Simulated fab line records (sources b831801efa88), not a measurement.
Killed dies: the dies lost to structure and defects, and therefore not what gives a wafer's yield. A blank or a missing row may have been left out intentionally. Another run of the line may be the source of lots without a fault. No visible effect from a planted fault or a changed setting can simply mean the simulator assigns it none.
fab line records    flow sky130
record lots=5  wafers=15  lastDay=50
route steps=708 shown METAL4@627 VIA4@639 METAL5@661 PAD_OPEN@708
lots with no fault: from the same line, run without faults
startH: hours from the record's first day to the start of the lot's first wafer shown    waitH: hours from the lot's prior step to this one    " repeats the value in the row above    L1.1+2: a row that stands for several wafers    - value missing, or start not given    * or withheld: withheld    < > ~ a bound
route shown NAME@n: NAME is a module with steps in the file, n the number in the route of the first one    usual: mean/standard deviation taken from wafers without a fault    same: alike in all rows    chamber/n: place in a boat    sites: each site's reading    _std_site: standard deviation across them    _edge_site: outer sites' mean less inner sites'    radiusMm: how far each site lies from the wafer's centre    mask NAME#n: copy n    behind: tool/chamber where the wafer was last shaped    hold: the reason the lot was held/the length of the hold in hours/how it ended    device: names the non-switching transistor (n, p or np)    end of line: tests of these same wafers at the route's end    a step without rows: its recipe alone    killed: count of dies lost to structure and defects at first sort (not the wafer's yield)    map: dies across one wafer; x = killed, . = not, _ = none there
set.NAME: the setting the step ran with; set.NAME@STEP: the setting that earlier step ran with    model.NAME: the simulator's own value behind a step, which no gauge read
lots seen at some steps along the route; tables by step, rows by wafer
services: from which hour (startH, from the record's first day; less than 0 if before it) a tool's chamber was out of use, for how many hours, and why
## steps
# step SKY_METAL4_PEB_11
# recipe pebTempC=withheld  pebTimeS=withheld  resist=KrF-thick
# step SKY_METAL4_DEVELOP_12
# recipe developTimeS=60  resist=KrF-thick  devTempC=21
# step SKY_METAL4_DESCUM_15
# recipe chemistry=O2  sourcePowerW=150  biasPowerW=0  pressureMtorr=10  tempC=40  timeS=8
# step SKY_METAL4_ETCH_16
# recipe chemistry=N2/H2  target=BARC  ionEnergyEv=200  biasW=100  pressureMtorr=30  n2FlowSccm=100  h2FlowSccm=200  icpW=500  stopOn=SiO2  timeS=88.2  targetDepthA=600
# step SKY_METAL4_ETCH_17
# recipe target=SiO2  stopOn=TiN  chemistry=C4F8/O2/Ar  sourceW=1500  biasW=1200  pressureMtorr=40  c4f8FlowSccm=withheld  O2_flow_sccm=6  Ar_flow_sccm=300  timeS=3.9  targetDepthA=150
# step SKY_METAL4_METAL_ETCH_18
# recipe targetDepthA=8450  stopOn=SiO2  overEtchFrac=0.3  timeS=183.1  chemistry=Cl2/BCl3  resistSidewallDeg=88  pressureMtorr=10  icpW=900  biasW=48.5  Cl2_flow_sccm=60  bcl3FlowSccm=30
# step SKY_METAL4_STRIP_19
# recipe chemistry=O2/N2  powerW=1400  pressureMtorr=1500  platenTempC=withheld  o2FlowSccm=3000  n2FlowSccm=300  overashFraction=0.5
# step SKY_METAL4_STRIP_20
# recipe chemistry=postEtchResidueRemover  timeS=1200  tempC=72.5
# step SKY_METAL4_CLEAN_21
# recipe chemistry=IPA  timeS=180  tempC=25
# step SKY_METAL4_CLEAN_22
# recipe chemistry=O3/DIW  dry=n2Spin
# step SKY_VIA4_HDPCVD_00
# recipe material=SiO2  targetThkNm=1750  sigmaOpenFrac=0.3  timeS=300.4  tempC=400  sih4FlowSccm=60  pressureMtorr=6
lot.wafer  tool       chamber  startH   waitH  model.SiO2_of_VIA4_HDPCVD_00.thkNm
L403.1     hdpcvd-02  1        1050.14  0.0    1804
L403.4     "          1        "        "      1803
L403.5     "          2        "        "      1794
L408.4     hdpcvd-02  2        1090.95  0.1    577.7
L408.5     "          0        "        "      608.4
L408.6     "          1        "        "      556.2
L410.1     hdpcvd-02  0        1093.40  0.0    620
L410.2     "          1        "        "      550.6
L410.6     "          2        "        "      595.2
L411.1     hdpcvd-02  2        1102.25  0.0    586.9
L411.3     "          0        "        "      591.3
L411.5     "          2        "        "      569.1
L413.1     hdpcvd-01  1        1111.06  0.0    1832
L413.2     "          0        "        "      1818
L413.6     "          1        "        "      1849
# step SKY_VIA4_THK_MEAS_01
# recipe reads=SiO2_of_VIA4_HDPCVD_00
# usual VIA4_HDPCVD_THK=1807/17
lot.wafer  tool          chamber  startH   waitH  VIA4_HDPCVD_THK[nm]
L403.1     filmMetro-04  -        1050.32  0.1    1804
L403.4     "             -        "        "      1805
L403.5     "             -        "        "      1795
L408.4     filmMetro-04  -        1091.06  0.0    578
L408.5     "             -        "        "      609
L408.6     "             -        "        "      556
L410.1     filmMetro-01  -        1093.58  0.1    620
L410.2     "             -        "        "      551
L410.6     "             -        "        "      595
L411.1     filmMetro-03  -        1102.42  0.1    587
L411.3     "             -        "        "      591
L411.5     "             -        "        "      569
L413.1     filmMetro-04  -        1111.24  0.1    1832
L413.2     "             -        "        "      1819
L413.6     "             -        "        "      1848
# step SKY_VIA4_CMP_02
# recipe material=SiO2  downForcePsi=4  platenRpm=60  padVelocityMS=0.94248
# step SKY_VIA4_DEHYDRATE_04
# recipe tempC=200  timeS=60
# step SKY_VIA4_HMDS_05
# recipe primeTimeS=60  primeTempC=120
# step SKY_VIA4_COAT_06
# recipe resist=NOVOLAK  spinRpm=3000  resistThkNm=1140
# step SKY_VIA4_SOFTBAKE_07
# recipe tempC=90  timeS=60  resist=NOVOLAK
# step SKY_VIA4_EXPOSE_08
# recipe maskId=VIM4  na=0.6  sourceShape=conventional  sigmaOuter=0.6  polarization=unpolarized  targetCdNm=800  doseMj=132
# step SKY_VIA4_PEB_09
# recipe tempC=withheld  timeS=*  resist=NOVOLAK
# step SKY_VIA4_DEVELOP_10
# recipe resist=NOVOLAK  developer=TMAH  developTimeS=60  devTempC=23
# step SKY_VIA4_ETCH_12
# recipe target=SiO2  chemistry=C4F8/O2/Ar  stopOn=TiN  maskMaterial=NOVOLAK  sourceW=1500  biasW=1200  pressureMtorr=40  c4f8FlowSccm=withheld  O2_flow_sccm=6  Ar_flow_sccm=300  timeS=withheld  targetDepthA=5800
# usual oesProductAu=0.927/0.0044
lot.wafer  tool        chamber  startH   waitH  oesProductAu  model.VIA4.featureDepthNm  model.etch.depthNm
L403.1     rieDiel-02  2        1071.43  0.0    0.923         581.1                      581.1
L403.4     "           1        "        "      0.929         581.4                      581.4
L403.5     "           2        "        "      0.920         582.6                      582.6
L408.4     rieDiel-03  3        1112.37  0.0    0.925         577.7                      577.7
L408.5     "           1        "        "      0.930         581.3                      581.3
L408.6     "           2        "        "      0.902         556.2                      556.2
L410.1     rieDiel-01  2        1114.38  0.0    0.918         578.7                      578.7
L410.2     "           1        "        "      0.897         550.6                      550.6
L410.6     "           2        "        "      0.918         578.1                      578.1
L411.1     rieDiel-01  2        1122.73  0.0    0.934         581                        581
L411.3     "           3        "        "      0.926         579.8                      579.8
L411.5     "           1        "        "      0.920         569.1                      569.1
L413.1     rieDiel-02  0        1130.82  0.0    0.928         581.1                      581.1
L413.2     "           1        "        "      0.935         579.5                      579.5
L413.6     "           1        "        "      0.928         579.3                      579.3
# step SKY_VIA4_STRIP_13
# recipe chemistry=O2/N2  powerW=1400  pressureMtorr=1500  platenTempC=withheld  o2FlowSccm=3000  n2FlowSccm=300  overashFraction=0.5
# step SKY_VIA4_STRIP_14
# recipe chemistry=postEtchResidueRemover  timeS=1200  tempC=72.5
# step SKY_VIA4_CLEAN_15
# recipe chemistry=IPA  timeS=180  tempC=25
# step SKY_VIA4_CLEAN_16
# recipe chemistry=O3/DIW  dry=n2Spin
# step SKY_VIA4_SPUTTER_17
# recipe material=TiN  targetThkNm=20  chamberPressurePa=5  powerW=4000  timeS=80
# step SKY_VIA4_CVD_18
# recipe material=W  targetThkNm=505  timeS=152.14  tempC=397.2  pressureTorr=40
# step SKY_VIA4_CMP_21
# recipe stopOn=SiO2  tOverpolishS=25  downForcePsi=3.5  platenRpm=60  targetThkNm=0  padVelocityMS=0.94248
# step SKY_METAL5_SPUTTER_00
# recipe material=Ti  targetThkNm=15  powerW=3000  timeS=10  chamberPressurePa=0.4
# step SKY_METAL5_SPUTTER_01
# recipe material=TiN  targetThkNm=20  powerW=6500  timeS=16.7  chamberPressurePa=0.4
# step SKY_METAL5_SPUTTER_02
# recipe material=AlCu  targetThkNm=1150  powerW=10600  timeS=61.2  chamberPressurePa=0.4
# step SKY_METAL5_SPUTTER_03
# recipe material=Ti  targetThkNm=5  powerW=3000  timeS=3.3  chamberPressurePa=0.4
# step SKY_METAL5_SPUTTER_04
# recipe material=TiN  targetThkNm=70  powerW=6500  timeS=58.3  chamberPressurePa=0.4
# step SKY_METAL5_DEHYDRATE_07
# recipe tempC=200  timeS=60
# step SKY_METAL5_METAL_ETCH_15
# recipe targetDepthA=12600  stopOn=SiO2  overEtchFrac=0.2  timeS=252  chemistry=Cl2/BCl3  resistSidewallDeg=86  pressureMtorr=10  icpW=900  biasW=48.5  Cl2_flow_sccm=60  bcl3FlowSccm=30
# usual drypumpMotorCurrentA=5.7/0.35  oesProductAu=0.895/0.0055  throttleValvePct=22.264/0.0093
lot.wafer  tool         chamber  startH   waitH  drypumpMotorCurrentA  oesProductAu  rfHoursCounterH  throttleValvePct  model.SiO2_of_VIA4_HDPCVD_00.thkNm
L403.1     rieMetal-04  0        1093.73  0.0    6.1                   0.898         16               22.266            550.1
L403.4     "            0        "        "      6.1                   0.903         -                22.258            550.4
L403.5     "            0        "        "      6.1                   0.885         -                22.258            551.8
L408.4     rieMetal-03  1        1133.15  0.1    5.9                   0.897         -                22.251            546.5
L408.5     "            1        "        "      5.9                   0.892         -                22.265            550.3
L408.6     "            0        "        "      5.5                   0.894         -                22.258            525.4
L410.1     rieMetal-03  0        1135.95  0.0    5.5                   0.889         11               22.255            548.1
L410.2     "            1        "        "      5.9                   0.895         23               22.272            519.8
L410.6     "            0        "        "      5.5                   0.884         -                22.268            547.6
L411.1     rieMetal-02  0        1143.30  0.0    6.2                   0.898         18               22.255            550.3
L411.3     "            0        "        "      6.2                   0.896         -                22.257            549
L411.5     "            0        "        "      6.2                   0.900         -                22.274            538.5
L413.1     rieMetal-02  0        1151.42  0.0    6.2                   0.895         19               22.269            550.7
L413.2     "            1        "        "      5.3                   0.893         23               22.272            549.1
L413.6     "            0        "        "      6.2                   0.896         -                22.270            549
# step SKY_PAD_OPEN_PROBE_99
# usual defectLimitedYield=82.4/2  killed_at_M0_to_M3=43/6.8  killed_at_M4_up=3.1/1.8  killedAtContacts=25/5.8  killedAtFrontEnd=15/4.2  killedAtOther=0.3/0.5  killedDies=87/9.7  killedOnRim=17/4.1  killedOpen=47/7.3  killedShort=39/6.6
# same grossDies=492  killedAtBackSide=0
lot.wafer  tool       chamber  startH   waitH  defectLimitedYield[%]  killed_at_M0_to_M3  killed_at_M4_up  killedAtContacts  killedAtFrontEnd  killedAtOther  killedDies  killedOnRim  killedOpen  killedShort  model.etest.tester.sortNPass  model.etest.tester.sort_bin_3_pct  model.etest.tester.sortYieldPct  model.etest.met5Comb.leakLog10AUm  model.etest.tester.sort_bin_8_pct  model.etest.tester.sort_bin_4_pct
L403.1     prober-02  -        1136.85  0.1    81.1                   44                  4                29                16                0              93          16           46          47           399                           1.22                               81.1                             -11.88                             0                                  0
L403.4     prober-02  -        1137.00  0.2    87.0                   35                  2                17                10                0              64          18           37          27           428                           1.423                              86.99                            -12                                0                                  0
L403.5     prober-02  -        1137.05  0.2    83.1                   35                  0                32                14                2              83          18           42          41           409                           0.813                              83.13                            -12.02                             0                                  0
L408.4     prober-01  -        1173.89  0.2    84.6                   37                  1                20                17                1              76          11           42          34           216                           41.26                              43.9                             -6.979                             2.411e-08                          0
L408.5     prober-01  -        1173.94  0.2    85.0                   34                  4                21                15                0              74          17           41          33           242                           36.38                              49.19                            -7.082                             2.379e-06                          0
L408.6     prober-01  -        1173.99  0.2    87.6                   27                  5                18                11                0              61          14           35          26           258                           35.57                              52.44                            -7.141                             3.396e-08                          0
L410.1     prober-01  -        1175.64  0.1    78.9                   48                  2                35                19                0              104         22           55          49           199                           39.84                              40.45                            -6.741                             1.304e-06                          0
L410.2     prober-01  -        1175.69  0.1    82.3                   46                  1                24                15                1              87          16           40          47           211                           39.84                              42.89                            -6.872                             4.419e-05                          0
L410.6     prober-01  -        1175.89  0.2    79.9                   36                  3                45                15                0              99          20           46          53           229                           34.55                              46.54                            -7.082                             4.102e-06                          0
L411.1     prober-02  -        1181.86  0.1    85.2                   41                  1                21                9                 1              73          9            39          34           234                           38.21                              47.56                            -6.98                              9.835e-08                          0
L411.3     prober-02  -        1181.96  0.2    81.1                   47                  2                33                10                1              93          18           49          44           225                           36.59                              45.73                            -6.904                             3.383e-09                          4.799e-15
L411.5     prober-02  -        1182.06  0.2    85.0                   28                  3                25                18                0              74          17           37          37           248                           35.37                              50.41                            -6.767                             7.546e-06                          0
L413.1     prober-01  -        1188.04  0.1    84.3                   38                  2                24                13                0              77          12           41          36           415                           1.423                              84.35                            -12.08                             0                                  0
L413.2     prober-01  -        1188.09  0.1    80.3                   46                  4                31                16                0              97          15           57          40           395                           1.016                              80.28                            -12.03                             0                                  0
L413.6     prober-01  -        1188.29  0.2    83.5                   42                  3                17                19                0              81          19           42          39           411                           1.22                               83.54                            -12.06                             0                                  0
# killed by level:class
L403.1 VIA2:geometricParticle:open=10 LOCAL_INTERCONNECT:geometricParticle:short=9 CONTACT:geometricParticle:open=7 LI_CONTACT:geometricParticle:open=6 FIELD_ISO:geometricParticle:open=5 VIA1:geometricParticle:open=5 VIA1:geometricParticle:short=5 METAL2:geometricParticle:short=5
L403.4 VIA1:geometricParticle:open=7 VIA2:geometricParticle:open=7 METAL1:geometricParticle:short=6 LI_CONTACT:geometricParticle:open=5 VIA3:geometricParticle:open=5 POLY_GATE:geometricParticle:open=4 CONTACT:geometricParticle:open=4 POLY_GATE:geometricParticle:short=3
L403.5 LI_CONTACT:geometricParticle:open=11 CONTACT:geometricParticle:short=8 CONTACT:geometricParticle:open=8 VIA2:geometricParticle:open=7 METAL3:geometricParticle:short=6 FIELD_ISO:geometricParticle:open=5 VIA1:geometricParticle:open=5 VIA2:geometricParticle:short=5
L408.4 METAL2:geometricParticle:short=7 VIA2:geometricParticle:open=7 VIA1:geometricParticle:open=5 LI_CONTACT:geometricParticle:open=5 CONTACT:geometricParticle:short=5 CONTACT:geometricParticle:open=5 VIA1:geometricParticle:short=5 FIELD_ISO:geometricParticle:open=4
L408.5 VIA1:geometricParticle:open=7 LI_CONTACT:geometricParticle:open=7 VIA3:geometricParticle:open=7 FIELD_ISO:geometricParticle:short=5 CONTACT:geometricParticle:open=5 METAL3:geometricParticle:short=5 METAL2:geometricParticle:short=4 FIELD_ISO:geometricParticle:open=3
L408.6 VIA2:geometricParticle:open=10 CONTACT:geometricParticle:open=7 FIELD_ISO:geometricParticle:open=5 METAL4:geometricParticle:short=5 LI_CONTACT:geometricParticle:open=3 LOCAL_INTERCONNECT:geometricParticle:short=3 VIA1:geometricParticle:open=3 VIA3:geometricParticle:open=3
L410.1 LI_CONTACT:geometricParticle:open=10 CONTACT:geometricParticle:short=9 CONTACT:geometricParticle:open=9 VIA2:geometricParticle:open=9 VIA1:geometricParticle:open=8 VIA2:geometricParticle:short=6 POLY_GATE:geometricParticle:short=5 METAL2:geometricParticle:short=5
L410.2 VIA1:geometricParticle:open=11 LI_CONTACT:geometricParticle:open=7 METAL1:geometricParticle:short=7 LI_CONTACT:geometricParticle:short=6 LOCAL_INTERCONNECT:geometricParticle:short=6 METAL2:geometricParticle:short=6 FIELD_ISO:geometricParticle:open=5 VIA2:geometricParticle:short=5
L410.6 CONTACT:geometricParticle:open=17 LI_CONTACT:geometricParticle:open=9 METAL2:geometricParticle:short=8 METAL1:geometricParticle:short=7 POLY_GATE:geometricParticle:short=6 LI_CONTACT:geometricParticle:short=6 LOCAL_INTERCONNECT:geometricParticle:short=6 CONTACT:geometricParticle:short=6
L411.1 CONTACT:geometricParticle:open=9 METAL1:geometricParticle:short=6 VIA1:geometricParticle:open=6 VIA2:geometricParticle:open=6 CONTACT:geometricParticle:short=4 VIA1:geometricParticle:short=4 METAL2:geometricParticle:short=4 VIA3:geometricParticle:short=4
L411.3 CONTACT:geometricParticle:open=13 VIA1:geometricParticle:open=11 LI_CONTACT:geometricParticle:open=7 METAL2:geometricParticle:short=6 CONTACT:geometricParticle:short=6 VIA2:geometricParticle:open=6 VIA1:geometricParticle:short=6 LI_CONTACT:geometricParticle:short=5
L411.5 CONTACT:geometricParticle:open=7 LI_CONTACT:geometricParticle:short=5 METAL1:geometricParticle:short=5 VIA2:geometricParticle:open=5 FIELD_ISO:geometricParticle:short=4 POLY_GATE:geometricParticle:open=4 LOCAL_INTERCONNECT:geometricParticle:short=4 LOCAL_INTERCONNECT:geometricParticle:open=4
L413.1 CONTACT:geometricParticle:open=11 FIELD_ISO:geometricParticle:open=7 VIA1:geometricParticle:open=6 VIA2:geometricParticle:open=6 VIA1:geometricParticle:short=5 LI_CONTACT:geometricParticle:short=4 LOCAL_INTERCONNECT:geometricParticle:short=4 METAL3:geometricParticle:short=4
L413.2 CONTACT:geometricParticle:open=15 VIA1:geometricParticle:open=11 VIA3:geometricParticle:open=9 LOCAL_INTERCONNECT:geometricParticle:short=7 FIELD_ISO:geometricParticle:short=6 FIELD_ISO:geometricParticle:open=5 LI_CONTACT:geometricParticle:open=5 VIA3:geometricParticle:short=5
L413.6 VIA1:geometricParticle:open=13 VIA2:geometricParticle:open=8 FIELD_ISO:geometricParticle:short=7 CONTACT:geometricParticle:short=6 CONTACT:geometricParticle:open=5 VIA1:geometricParticle:short=5 METAL2:geometricParticle:short=5 FIELD_ISO:geometricParticle:open=4
## services
tool         chamber  startH   hours  kind
rieDiel-03   3        1037.54  25.8   repair
rieDiel-01   -        1038.13  4.0    repair
hdpcvd-01    -        1050.90  9.6    repair
rieMetal-03  1        1054.32  15.0   repair
rieMetal-02  -        1064.44  10.0   pm
rieDiel-02   0        1066.52  8.8    repair
rieDiel-01   -        1071.94  2.4    repair
rieMetal-03  -        1077.97  2.8    pm
rieDiel-02   2        1078.22  12.5   repair
rieMetal-03  1        1082.58  10.0   repair
rieDiel-01   2        1088.11  -      clean
rieDiel-01   2        1088.11  18.0   scheduledDown
rieDiel-01   2        1088.11  18.0   ventCycle
hdpcvd-01    -        1099.70  0.6    repair
rieMetal-03  0        1107.94  5.5    repair
rieDiel-01   3        1115.27  3.4    repair
rieDiel-01   -        1122.86  0.6    repair
rieMetal-04  0        1128.54  18.1   repair
rieDiel-03   2        1130.26  -      clean
rieDiel-03   2        1130.26  30.0   scheduledDown
rieDiel-03   2        1130.26  30.0   ventCycle
rieDiel-01   2        1134.93  6.7    repair
rieMetal-02  -        1140.72  0.6    repair
rieDiel-01   0        1149.62  4.6    repair
## key
firstSign step=SKY_VIA4_THK_MEAS_01  reading=VIA4_HDPCVD_THK  direction=down  sigmas=74  usual=1807  struck=584
effect none on later readings
modelEffect step=SKY_VIA4_HDPCVD_00  value=SiO2_of_VIA4_HDPCVD_00.thkNm  without=1807  struck=583.9
modelEffect step=SKY_VIA4_ETCH_12  value=VIA4.featureDepthNm  without=579.8  struck=572.5
modelEffect step=SKY_METAL5_METAL_ETCH_15  value=SiO2_of_VIA4_HDPCVD_00.thkNm  without=549  struck=541.7
modelEffect step=SKY_PAD_OPEN_PROBE_99  value=etest.tester.sortNPass  without=409.7  struck=229.1
metAt SKY_VIA4_HDPCVD_00
struckWafers L408.4,L408.5,L408.6,L410.1,L410.2,L410.6,L411.1,L411.3,L411.5
onsetBetween 1050.14 1090.95
fault kind=processParameterDrift  tool=hdpcvd-02  chamber=-  onsetH=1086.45  steps=SKY_VIA4_HDPCVD_00  channel=targetThkNm  offset=-1188.1  shape=step  endH=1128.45  actsIn=theseRecipesOnly  stated=1750
